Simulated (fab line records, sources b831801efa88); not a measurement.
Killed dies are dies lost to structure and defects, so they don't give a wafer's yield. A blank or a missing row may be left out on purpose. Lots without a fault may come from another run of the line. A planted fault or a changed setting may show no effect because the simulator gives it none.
fab line records | flow sky130 | part 2 of 2: steps 28 to 37 of 37
record lots=5 wafers=15 last_day=50
route steps=708 shown VIA4@642 METAL5@661
lots that met no fault: from a run of the same line without faults
start_h: hours from the record's first day to the start of the lot's first wafer shown | wait_h: hours since the lot's step before | " the same as in the row above | L1.1+2: a row that stands for several wafers | - no value, or no start given | * or withheld: withheld | < > ~ a bound
route shown NAME@n: a module of which the file shows steps, and the number in the route of the first | usual: mean/standard deviation of fault-free wafers | same: alike in all rows | chamber/n: place in a boat | sites: the reading at each site | _std_site: their standard deviation | _edge_site: outer sites' mean less inner sites' | radius_mm: how far each site lies from the wafer's centre | mask NAME#n: copy n | behind: the tool/chamber that last shaped the wafer | hold: why the lot was held/for how many hours/how that ended | device: the transistor (n, p or np) that didn't switch | end of line: the same wafers' tests at the end of the route | a step without rows: its recipe alone | killed: dies lost to structure and defects at the first sort, not the wafer's yield | map: a wafer's dies, x killed, . not, _ none there
set.NAME: the setting as run; set.NAME@STEP: as run at that earlier step | model.NAME: the simulator's own value behind a step, which no gauge read
lots at some steps of the route; a table a step, a row a wafer
services: from which hour (start_h, from the record's first day; less than 0 if before it) a tool's chamber was out of use, for how many hours, and why
## steps
# step SKY_METAL5_HMDS_08
# recipe prime_time_s=60 prime_temp_c=120
# usual prime_temp_c=120.01/0.15
# columns lot.wafer tool chamber start_h wait_h prime_temp_c
L084.3 litho_track-04 0 1080.77 0.1 119.90
L084.4 " 0 " " 119.80
L084.5 " 0 " " 119.90
L092.1 litho_track-04 0 1133.32 0.1 120.29
L092.5 " 0 " " 120.27
L092.6 " 0 " " 120.27
L093.3 litho_track-03 0 1138.36 0.1 119.81
L093.4 " 0 " " 119.82
L093.6 " 0 " " 120.27
L094.2 litho_track-02 0 1142.91 0.1 120.22
L094.4 " 0 " " 120.07
L094.6 " 0 " " 120.06
L096.1 litho_track-03 0 1155.26 0.1 119.81
L096.4 " 0 " " 120.00
L096.6 " 0 " " 119.91
# step SKY_METAL5_COAT_09
# recipe resist=NOVOLAK spin_rpm=3000 resist_thk_nm=1800
# usual spin_speed_rpm=2999.8/1.8
# columns lot.wafer tool chamber start_h wait_h spin_speed_rpm
L084.3 litho_track-04 0 1080.92 0.1 3002.0
L084.4 " 0 " " 3001.7
L084.5 " 0 " " 2998.8
L092.1 litho_track-04 0 1133.47 0.1 3001.0
L092.5 " 0 " " 3000.0
L092.6 " 0 " " 3000.4
L093.3 litho_track-03 0 1138.51 0.1 2999.6
L093.4 " 0 " " 3001.1
L093.6 " 0 " " 3001.1
L094.2 litho_track-02 0 1143.06 0.1 2998.6
L094.4 " 0 " " 2999.1
L094.6 " 0 " " 3000.7
L096.1 litho_track-03 0 1155.41 0.1 2999.8
L096.4 " 0 " " 3002.6
L096.6 " 0 " " 2999.6
# step SKY_METAL5_SOFTBAKE_10
# recipe temp_c=90 time_s=60 resist=NOVOLAK
# columns lot.wafer tool chamber start_h wait_h
L084.3+4+5 litho_track-04 0 1081.07 0.1
L092.1+5+6 litho_track-04 0 1133.62 0.1
L093.3+4+6 litho_track-03 0 1138.66 0.1
L094.2+4+6 litho_track-02 0 1143.21 0.1
L096.1+4+6 litho_track-03 0 1155.56 0.1
# step SKY_METAL5_EXPOSE_11
# recipe mask_id=MM5 na=0.6 source_shape=conventional sigma_outer=0.6 polarization=unpolarized target_cd_nm=1600 dose_mj=190
# columns lot.wafer tool chamber start_h wait_h mask
L084.3+4+5 iline_stepper-01 0 - - MM5#0
L092.1+5+6 iline_stepper-01 0 - - MM5#0
L093.3+4+6 iline_stepper-01 0 - - MM5#0
L094.2+4+6 iline_stepper-01 0 - - MM5#0
L096.1+4+6 iline_stepper-02 0 - - MM5#0
# step SKY_METAL5_PEB_12
# recipe temp_c=withheld time_s=* resist=NOVOLAK
# columns lot.wafer tool chamber start_h wait_h
L084.3+4+5 litho_track-02 0 - -
L092.1+5+6 litho_track-03 0 - -
L093.3+4+6 litho_track-03 0 - -
L094.2+4+6 litho_track-02 0 - -
L096.1+4+6 litho_track-04 0 - -
# step SKY_METAL5_DEVELOP_13
# recipe resist=NOVOLAK developer=TMAH develop_time_s=60 dev_temp_c=23
# same develop_time_s=60
# columns lot.wafer tool chamber start_h wait_h
L084.3+4+5 litho_track-02 0 1090.63 0.1
L092.1+5+6 litho_track-03 0 1143.06 0.1
L093.3+4+6 litho_track-03 0 1148.41 0.1
L094.2+4+6 litho_track-02 0 1151.96 0.1
L096.1+4+6 litho_track-04 0 1164.47 0.1
# step SKY_METAL5_DESCUM_14
# recipe chemistry=O2 source_power_w=150 bias_power_w=0 pressure_mtorr=10 temp_c=40 time_s=11
# usual drypump_motor_current_A=5.8/0.38 oes_product_au=0.999/0.01
# columns lot.wafer tool chamber start_h wait_h drypump_motor_current_A oes_product_au rf_hours_counter_h
L084.3 rie_metal-01 1 1090.74 0.1 5.3 0.970 -
L084.4 " 0 " " 5.5 0.987 -
L084.5 " 0 " " 5.5 0.982 -
L092.1 rie_metal-01 0 1143.21 0.1 5.5 0.992 1
L092.5 " 0 " " 5.5 1.006 -
L092.6 " 1 " " 5.3 0.999 -
L093.3 rie_metal-03 1 1148.53 0.1 6.1 1.000 -
L093.4 " 0 " " 5.4 1.004 -
L093.6 " 0 " " 5.4 1.011 -
L094.2 rie_metal-01 1 1152.08 0.1 5.4 0.985 33
L094.4 " 1 " " 5.4 0.983 -
L094.6 " 1 " " 5.4 0.992 -
L096.1 rie_metal-01 0 1164.62 0.1 5.5 0.990 4
L096.4 " 0 " " 5.5 0.981 -
L096.6 " 0 " " 5.5 0.993 -
# step SKY_METAL5_METAL_ETCH_15
# recipe target_depth_a=12600 stop_on=SiO2 over_etch_frac=0.2 time_s=252 chemistry=Cl2/BCl3 resist_sidewall_deg=86 pressure_mtorr=10 icp_w=900 bias_w=48.5 Cl2_flow_sccm=60 bcl3_flow_sccm=30
# usual bcl3_flow_sccm=30.00/0.095 drypump_motor_current_A=5.8/0.38 oes_product_au=0.894/0.0047 throttle_valve_pct=22.266/0.0087
# columns lot.wafer tool chamber start_h wait_h bcl3_flow_sccm drypump_motor_current_A oes_product_au rf_hours_counter_h throttle_valve_pct
L084.3 rie_metal-01 1 1090.84 0.1 30.07 5.3 0.898 - 22.274
L084.4 " 0 " " 30.21 5.5 0.892 - 22.276
L084.5 " 0 " " 30.14 5.5 0.890 - 22.260
L092.1 rie_metal-01 0 1143.25 0.0 30.13 5.5 0.895 1 22.263
L092.5 " 0 " " 30.15 5.5 0.899 - 22.268
L092.6 " 1 " " 30.22 5.4 0.892 - 22.251
L093.3 rie_metal-03 1 1148.63 0.1 29.98 6.1 0.896 - 22.248
L093.4 " 0 " " 30.11 5.4 0.895 - 22.268
L093.6 " 0 " " 30.01 5.4 0.901 - 22.252
L094.2 rie_metal-01 1 1152.12 0.0 30.13 5.3 0.891 33 22.259
L094.4 " 1 " " 30.06 5.3 0.891 - 22.264
L094.6 " 1 " " 30.14 5.3 0.899 - 22.262
L096.1 rie_metal-01 0 1164.69 0.1 30.01 5.5 0.897 4 22.254
L096.4 " 0 " " 30.07 5.5 0.902 - 22.262
L096.6 " 0 " " 29.98 5.5 0.901 - 22.267
# step SKY_METAL5_STRIP_16
# recipe chemistry=O2/N2 power_w=1400 pressure_mtorr=1500 platen_temp_c=withheld o2_flow_sccm=3000 n2_flow_sccm=300 overash_fraction=0.5
# usual drypump_motor_current_A=5.5/0.47 oes_product_au=0.710/0.0044 strip_time_to_endpoint_s=13.06/0.14
# columns lot.wafer tool chamber start_h wait_h drypump_motor_current_A oes_product_au rf_hours_counter_h strip_time_to_endpoint_s
L084.3 plasma_asher-02 1 1091.03 0.1 5.2 0.711 - 13.33
L084.4 " 0 " " 6.2 0.703 - 13.14
L084.5 " 1 " " 5.2 0.703 - 13.16
L092.1 plasma_asher-02 1 1143.48 0.2 5.2 0.706 101 13.15
L092.5 " 1 " " 5.2 0.711 - 13.18
L092.6 " 0 " " 6.3 0.710 - 13.15
L093.3 plasma_asher-03 1 1148.82 0.1 5.1 0.715 - 13.02
L093.4 " 0 " " 5.0 0.717 - 13.00
L093.6 " 1 " " 5.1 0.711 - 12.90
L094.2 plasma_asher-03 0 1152.35 0.2 5.1 0.706 8 13.19
L094.4 " 1 " " 5.1 0.707 - 13.16
L094.6 " 1 " " 5.1 0.716 - 13.12
L096.1 plasma_asher-02 0 1165.16 0.4 6.3 0.721 103 13.18
L096.4 " 0 " " 6.3 0.706 - 13.13
L096.6 " 1 " " 5.2 0.717 - 13.24
# step SKY_METAL5_STRIP_17
# recipe chemistry=post_etch_residue_remover time_s=1200 temp_c=72.5
# columns lot.wafer tool chamber start_h wait_h
L084.3+4+5 wet_bench-04 2 1091.10 0.0
L092.1+5+6 wet_bench-01 1 1143.58 0.1
L093.3+4+6 wet_bench-03 1 1148.88 0.0
L094.2+4+6 wet_bench-01 1 1152.45 0.1
L096.1+4+6 wet_bench-01 1 1165.26 0.1
## services
# columns tool chamber start_h hours kind
rie_diel-04 - 1035.67 1.4 repair
rie_diel-04 1 1043.11 5.9 repair
rie_diel-02 - 1046.35 0.5 repair
cmp-02 - 1051.79 0.3 repair
plasma_asher-03 - 1055.25 9.0 pm
cvd_w-01 1 1068.63 4.9 repair
rie_metal-03 - 1069.58 1.2 repair
cmp-02 - 1070.05 4.0 pm
cvd_w-01 - 1075.81 0.6 repair
iline_stepper-02 - 1076.47 1.7 pm
cvd_w-02 0 1080.18 20.6 repair
iline_stepper-01 - 1083.22 10.9 repair
iline_stepper-02 - 1087.07 15.2 repair
cmp-02 - 1100.64 0.6 repair
wet_bench-04 - 1104.90 1.9 pm
rie_metal-03 - 1106.00 1.9 repair
rie_diel-04 - 1118.40 0.3 repair
rie_diel-04 - 1126.36 2.8 pm
cvd_w-01 - 1128.74 0.5 repair
rie_metal-01 - 1139.80 1.7 repair
rie_diel-02 - 1157.19 2.8 pm
plasma_asher-02 - 1157.82 2.9 repair
iline_stepper-01 - 1160.92 2.1 pm
rie_diel-04 - 1162.60 0.5 repair
